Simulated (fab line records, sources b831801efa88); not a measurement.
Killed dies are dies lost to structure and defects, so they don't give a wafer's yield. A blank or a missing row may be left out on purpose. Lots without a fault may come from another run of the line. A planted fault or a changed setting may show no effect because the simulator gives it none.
Chamber matching | flow gf180mcu | GF_PASSIVATION_CVD_00 on pecvd-01: 3 sister chambers
The step deposits SiO2 from TEOS, target thk 1000 nm, time 111.95 s. 6 wafers are shown with their chamber, then 9 later ones without.

WAFERS WITH THEIR CHAMBER
wafer  | chamber | heater_power_w (W) | heater_power_outer_w (W)
L086.1 | 1       | 734                | 437
L086.2 | 2       | 599                | 359
L086.5 | 0       | 762                | 469
L091.4 | 1       | 589                | 317
L091.5 | 2       | 554                | 322
L091.6 | 0       | 754                | 451

WAFERS WITHOUT THEIR CHAMBER
wafer  | heater_power_w (W) | heater_power_outer_w (W)
L094.2 | 558                | 329
L094.3 | 610                | 350
L094.6 | 595                | 363
L095.1 | 661                | 390
L095.4 | 634                | 360
L095.6 | 481                | 272
L096.1 | 588                | 358
L096.2 | 564                | 324
L096.6 | 754                | 458

WHICH CHAMBER EACH WENT THROUGH
wafer  | from the rows above          | in truth
L094.2 | can't be placed: 2 or 1      | 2
L094.3 | can't be placed: 2 or 1      | 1
L094.6 | can't be placed: 2 or 1      | 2
L095.1 | can't be placed: 1 or 2 or 0 | 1
L095.4 | can't be placed: 1 or 2      | 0
L095.6 | can't be placed: 2 or 1      | 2
L096.1 | can't be placed: 2 or 1      | 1
L096.2 | can't be placed: 2 or 1      | 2
L096.6 | 0                            | 0
Placed correctly: 1 of 9. Can't be placed from these rows: 8 (the true chamber is among the candidates in 7). Placed wrongly: 0.
How it was worked out, from the rows above alone: a wafer's distance from a chamber is the root of the sum, over the readings, of the square of ((its reading less the chamber's mean) divided by the reading's scatter). The wafer belongs to the nearest chamber; if the next one is less than 2 further off, it can't be placed. A chamber's mean is the mean of its shown wafers. The scatter: the root of (the sum of the squares of (reading less its chamber's mean) over the shown wafers, divided by (wafers less chambers)).
